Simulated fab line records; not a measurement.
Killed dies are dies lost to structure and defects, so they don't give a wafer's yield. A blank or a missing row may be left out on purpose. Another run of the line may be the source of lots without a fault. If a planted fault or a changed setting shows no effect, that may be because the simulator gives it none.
Which tool is to blame? / flow gf180mcu / 11 lots, 33 wafers sampled, at 3 steps of a route of 602

## WHAT THE GAUGES READ, wafer by wafer
GF_V4_OVL_MEAS_15.
lot=L177; measured=day 24 13:05; on=overlay-02; V4_OVL (nm)=4 -5 -2
lot=L179; measured=day 25 11:28; on=overlay-01; V4_OVL (nm)=10 9 1
lot=L180; measured=day 25 16:36; on=overlay-01; V4_OVL (nm)=-2 -1 1
lot=L181; measured=day 26 07:30; on=overlay-01; V4_OVL (nm)=2 8 4
lot=L184; measured=day 26 20:57; on=overlay-02; V4_OVL (nm)=-3 -2 -2
lot=L185; measured=day 27 07:59; on=overlay-02; V4_OVL (nm)=9 7 7
lot=L190; measured=day 28 16:02; on=overlay-02; V4_OVL (nm)=-6 0 -3
lot=L192; measured=day 29 02:38; on=overlay-02; V4_OVL (nm)=31 35 29 27 33 27
lot=L193; measured=day 29 12:23; on=overlay-02; V4_OVL (nm)=40 48 37 37 43 35
lot=L198; measured=day 30 21:18; on=overlay-01; V4_OVL (nm)=9 10 7
lot=L199; measured=day 31 01:43; on=overlay-02; V4_OVL (nm)=-6 -7 -5

## EACH LOT AND THE TOOL THAT RAN IT (in order: tool; ch and the chambers of the sampled wafers; start)
lot=L177; GF_M4_STRIP_17=plasma asher-01 ch 0,1, day 23 13:38; GF_V4_EXPOSE_11=krf scanner-01 ch 0, day 24 01:35
lot=L179; GF_M4_STRIP_17=plasma asher-02 ch 0,1, day 24 12:29; GF_V4_EXPOSE_11=krf scanner-02 ch 0, day 25 00:10
lot=L180; GF_M4_STRIP_17=plasma asher-01 ch 0, day 24 18:07; GF_V4_EXPOSE_11=krf scanner-02 ch 0, day 25 05:58
lot=L181; GF_M4_STRIP_17=plasma asher-02 ch 0,1, day 25 08:43; GF_V4_EXPOSE_11=krf scanner-02 ch 0, day 25 20:21
lot=L184; GF_M4_STRIP_17=plasma asher-04 ch 0,1, day 25 22:43; GF_V4_EXPOSE_11=krf scanner-02 ch 0, day 26 11:03
lot=L185; GF_M4_STRIP_17=plasma asher-02 ch 0,1, day 26 10:14; GF_V4_EXPOSE_11=krf scanner-01 ch 0, day 26 21:39
lot=L190; GF_M4_STRIP_17=plasma asher-04 ch 0,1, day 27 18:31; GF_V4_EXPOSE_11=krf scanner-01 ch 0, day 28 06:24
lot=L192; GF_M4_STRIP_17=plasma asher-01 ch 0,1, day 28 06:29; GF_V4_EXPOSE_11=krf scanner-02 ch 0, day 28 16:59
lot=L193; GF_M4_STRIP_17=plasma asher-01 ch 0,1, day 28 16:45; GF_V4_EXPOSE_11=krf scanner-02 ch 0, day 29 03:29
lot=L198; GF_M4_STRIP_17=plasma asher-02 ch 0,1, day 30 01:28; GF_V4_EXPOSE_11=krf scanner-01 ch 0, day 30 11:45
lot=L199; GF_M4_STRIP_17=plasma asher-02 ch 0,1, day 30 06:35; GF_V4_EXPOSE_11=krf scanner-01 ch 0, day 30 16:56
- GF_M4_STRIP_17: strips in O2/N2.
- GF_V4_EXPOSE_11: exposes mask Via4, target cd 260 nm.

## AS READ BY THE TOOLS THEMSELVES (means over the sampled wafers that have a number; for cases with no such wafer, the mark the record gives instead)
GF_M4_STRIP_17.
lot=L177; tool=plasma asher-01; drypump motor current A (A)=5.9; heater power w (W)=356; oes product au (a.u.)=0.564; strip time to endpoint s (s)=7.89
lot=L179; tool=plasma asher-02; drypump motor current A (A)=5.4; heater power w (W)=330; oes product au (a.u.)=0.558; strip time to endpoint s (s)=7.92
lot=L180; tool=plasma asher-01; drypump motor current A (A)=5.7; heater power w (W)=383; oes product au (a.u.)=0.556; strip time to endpoint s (s)=7.88
lot=L181; tool=plasma asher-02; drypump motor current A (A)=5.2; heater power w (W)=315; oes product au (a.u.)=0.555; strip time to endpoint s (s)=7.80
lot=L184; tool=plasma asher-04; drypump motor current A (A)=5.4; heater power w (W)=298; oes product au (a.u.)=0.562; strip time to endpoint s (s)=7.90
lot=L185; tool=plasma asher-02; drypump motor current A (A)=5.4; heater power w (W)=332; oes product au (a.u.)=0.558; strip time to endpoint s (s)=7.84
lot=L190; tool=plasma asher-04; drypump motor current A (A)=5.4; heater power w (W)=298; oes product au (a.u.)=0.565; strip time to endpoint s (s)=7.91
lot=L192; tool=plasma asher-01; drypump motor current A (A)=6.0; heater power w (W)=323; oes product au (a.u.)=0.564; strip time to endpoint s (s)=7.92
lot=L193; tool=plasma asher-01; drypump motor current A (A)=6.0; heater power w (W)=320; oes product au (a.u.)=0.552; strip time to endpoint s (s)=7.81
lot=L198; tool=plasma asher-02; drypump motor current A (A)=5.2; heater power w (W)=315; oes product au (a.u.)=0.559; strip time to endpoint s (s)=7.82
lot=L199; tool=plasma asher-02; drypump motor current A (A)=5.4; heater power w (W)=335; oes product au (a.u.)=0.552; strip time to endpoint s (s)=7.79

GF_V4_EXPOSE_11.
lot=L177; tool=krf scanner-01; reticle temp C (C)=22.90
lot=L179; tool=krf scanner-02; reticle temp C (C)=22.97
lot=L180; tool=krf scanner-02; reticle temp C (C)=23.06
lot=L181; tool=krf scanner-02; reticle temp C (C)=23.11
lot=L184; tool=krf scanner-02; reticle temp C (C)=22.96
lot=L185; tool=krf scanner-01; reticle temp C (C)=23.01
lot=L190; tool=krf scanner-01; reticle temp C (C)=22.95
lot=L192; tool=krf scanner-02; reticle temp C (C)=23.01
lot=L193; tool=krf scanner-02; reticle temp C (C)=23.05
lot=L198; tool=krf scanner-01; reticle temp C (C)=23.04
lot=L199; tool=krf scanner-01; reticle temp C (C)=22.95

## THE ANSWER, worked out from the rows above alone
Rule: what is usual is taken from the lots themselves. The widest of any qualifying gaps counts: lots, ordered by their means at a reading, are off when they make up no more than a third of the lots, leave a main group of 4 or more, and stand apart from it by 3 or more times the standard deviation of that group's means. The tables above print the reading to a certain number of digits; a main group whose means all agree to those digits is not used. Also off: a lot with no number at a reading for which 4 or more lots have one. Where the step has rows for the other lots, those lots are counted as sound. First the gauges in route order, then the tools' own readings, where a lot's mean is used as printed above. The first step at which some lot is off is used, and at that step the reading that is off furthest; a lot without a number counts as furthest.
Off: L192, L193, seen at GF_V4_OVL_MEAS_15 (V4_OVL). For the main group the mean is 2 nm and the standard deviation 5.
If a tool, at a process step before that reading, ran all the lots that are off and no sound lot after the first of them, it fits. Those tools and the gauges at GF_V4_OVL_MEAS_15 are tried in the same way. Can't be told from this: 2 tools fit, plasma asher-01 at GF_M4_STRIP_17, krf scanner-02 at GF_V4_EXPOSE_11.

## WHAT HAD BEEN PUT IN BY THE SIMULATOR
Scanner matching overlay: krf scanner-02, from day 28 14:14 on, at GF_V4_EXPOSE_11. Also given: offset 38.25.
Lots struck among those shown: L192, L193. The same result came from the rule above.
